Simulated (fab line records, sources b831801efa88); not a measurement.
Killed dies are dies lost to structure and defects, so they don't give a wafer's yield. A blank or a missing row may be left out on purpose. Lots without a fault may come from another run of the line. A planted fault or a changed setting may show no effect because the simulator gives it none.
Problem report in the 8D (eight disciplines) form, filled by code | flow gf180mcu | the parts of the form that need people (team, actions taken, sign-off) are left out

1. THE PROBLEM
DNWELL_TW at GF_DNWELL_TW_MEAS_09 reads a mean of 1306 on 6 wafers of 2 lots; wafers without a fault read 1350 with a standard deviation of 8.3. That is -5.3 standard deviations from the usual mean.
First seen on wafer L790.1, day 6 08:52, on film_metro-03. The record holds 39 wafers of 13 lots with a number at this step. Rule for "out", or "out of limits": more than 4 standard deviations from the usual mean. The other wafers with a number count as sound.

2. WHAT IT IS AND WHAT IT IS NOT
question                    | is                           | is not
which readings at this step | DNWELL_TW                    | -
which lots                  | L790, L792                   | L775, L777, L778, L780, L781, L782, L783, L784, L793, L796, L797
which wafers of those lots  | all that have a number       | -
read on which gauges        | film_metro-03, film_metro-04 | film_metro-02
when                        | from day 6 08:52             | up to then (24 sound wafers); but 9 sound wafers of L793, L796, L797 came after

3. SUSPECTS, AND WHAT RULES EACH OUT
Counting: a tool at a process step up to the reading stays a suspect if it ran every lot that is out and no sound lot after the first of them.
- the gauge at GF_DNWELL_TW_MEAS_09: ruled out. The wafers that are out were read on 2 gauges (film_metro-03, film_metro-04).
- rie_si-02 at GF_STI_ETCH_14 (etches Si in HBr/Cl2/O2, target depth 360 nm, time 102.9 s): ruled out as a lasting fault. Sound lots L796 ran on it after its first lot that is out, L790 (day 5 13:09).
- implanter-01 at GF_DNWELL_IMPLANT_07: kept. It ran every lot that is out, first L790 (day 6 08:37), and no sound lot after that; its last sound lot up to then is L782 (day 4 14:21). Its own readings are out on those wafers: dose_ions_cm2.
Left after counting: implanter-01 at GF_DNWELL_IMPLANT_07.

4. THE CAUSE (what the simulator had put in)
Process parameter drift: implanter-01, from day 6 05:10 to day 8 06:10, at GF_DNWELL_IMPLANT_07. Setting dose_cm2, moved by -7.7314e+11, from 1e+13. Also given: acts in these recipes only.
Counting left only this tool.

5. THE CHAIN OF EFFECTS, in route order
Each row: a reading whose mean over the struck wafers that have a number lies more than 3 standard deviations from the usual. Only readings for which the record gives a usual standard deviation are gone through. hours: the time from each lot's start at the first step in this table that gives one to its start at this step, as a median over the lots. sigmas: the change in usual standard deviations.
hours | step                 | reading            | usual | on struck wafers | change | sigmas
0     | GF_DNWELL_IMPLANT_07 | dose_ions_cm2      | 1e+13 | 9e+12            | -8e+11 | -77
0     | GF_DNWELL_IMPLANT_07 | faraday_current_uA | 56.5  | 53.2             | -3.3   | -3.4
0     | GF_DNWELL_TW_MEAS_09 | DNWELL_TW          | 1350  | 1306             | -44    | -5.3
The process steps in it:
- GF_DNWELL_IMPLANT_07
Later measuring or inspecting steps at which every struck wafer that the step has a row for has a number for every such reading, and none has moved that far: GF_MVSD_TW_MEAS_11, GF_DUAL_GATE_OVL_MEAS_11.

6. WHAT WOULD HAVE CAUGHT IT SOONER
In this record the first reading out of limits at a measuring or inspecting step was taken at day 6 08:52, 4 hours after the fault began at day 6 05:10.
The tool's own readings at GF_DNWELL_IMPLANT_07 were out on every struck wafer that the step has a row for (dose_ions_cm2): an alarm limit on them would have fired on the first of those.
Of the lots that are out (2), L792 began GF_DNWELL_IMPLANT_07 on implanter-01 after day 6 08:52. A hold on the tool at that time would have spared it.
